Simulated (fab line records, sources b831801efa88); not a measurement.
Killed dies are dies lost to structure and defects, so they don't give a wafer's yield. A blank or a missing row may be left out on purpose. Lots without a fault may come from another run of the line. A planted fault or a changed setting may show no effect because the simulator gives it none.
Problem report in the 8D (eight disciplines) form, filled by code | flow sky130 | the parts of the form that need people (team, actions taken, sign-off) are left out

1. THE PROBLEM
run_length_s at SKY_FIELD_ISO_WET_ETCH_21 reads a mean of 446 s on 3 wafers of 1 lot; wafers without a fault read 429 s with a standard deviation of 4. That is +4.2 standard deviations from the usual mean.
The step: etches SiO2 in dHF, target depth 20 nm, time 400 s.
First seen on wafer L296.4, day 4 08:37, on wet_bench-01. The record holds 36 wafers of 12 lots with a number at this step. Rule for "out", or "out of limits": more than 4 standard deviations from the usual mean. The other wafers with a number count as sound.

2. WHAT IT IS AND WHAT IT IS NOT
question                    | is                     | is not
which readings at this step | run_length_s           | -
which lots                  | L296                   | L286, L287, L288, L289, L292, L293, L294, L295, L300, L303, L309
which wafers of those lots  | all that have a number | -
read on which tools         | wet_bench-01           | wet_bench-02, wet_bench-03
when                        | from day 4 08:37       | up to then (24 sound wafers); but 9 sound wafers of L300, L303, L309 came after

3. SUSPECTS, AND WHAT RULES EACH OUT
Counting: a tool at a process step up to the reading stays a suspect if it ran every lot that is out and no sound lot after the first of them.
- rie_diel-03 at SKY_FIELD_ISO_ETCH_14 (etches BARC in N2/H2, stops on SiO2, time 45.9 s, target depth 60 nm): ruled out as a lasting fault. Sound lots L303, L309 ran on it after its first lot that is out, L296 (day 4 08:11).
- wet_bench-01 at SKY_FIELD_ISO_WET_ETCH_21 (etches SiO2 in dHF, target depth 20 nm, time 400 s): kept. It ran the lot that is out, L296 (day 4 08:37), and no sound lot after that; its last sound lot up to then is L293 (day 3 18:29). Its own readings are out on those wafers: run_length_s.
Left after counting: wet_bench-01 at SKY_FIELD_ISO_WET_ETCH_21.

4. THE CAUSE (what the simulator had put in)
Process parameter drift: wet_bench-01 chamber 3, from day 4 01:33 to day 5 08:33, at SKY_FIELD_ISO_WET_ETCH_21. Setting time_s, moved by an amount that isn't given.
Counting left only this tool.

5. THE CHAIN OF EFFECTS, in route order
Each row: a reading whose mean over the struck wafers that have a number lies more than 3 standard deviations from the usual. Only readings for which the record gives a usual standard deviation are gone through. hours: the time from each lot's start at the first step in this table that gives one to its start at this step, as a median over the lots. sigmas: the change in usual standard deviations.
hours | step                      | reading      | usual | on struck wafers | change | sigmas
0     | SKY_FIELD_ISO_WET_ETCH_21 | run_length_s | 429 s | 446              | +17    | +4.2
The process steps in it:
- SKY_FIELD_ISO_WET_ETCH_21: etches SiO2 in dHF, target depth 20 nm, time 400 s.
Later measuring or inspecting steps at which every struck wafer that the step has a row for has a number for every such reading, and none has moved that far: SKY_NWELL_OVL_MEAS_10.

6. WHAT WOULD HAVE CAUGHT IT SOONER
In this record the first reading out of limits was taken at day 4 08:37, 7 hours after the fault began at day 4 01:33.
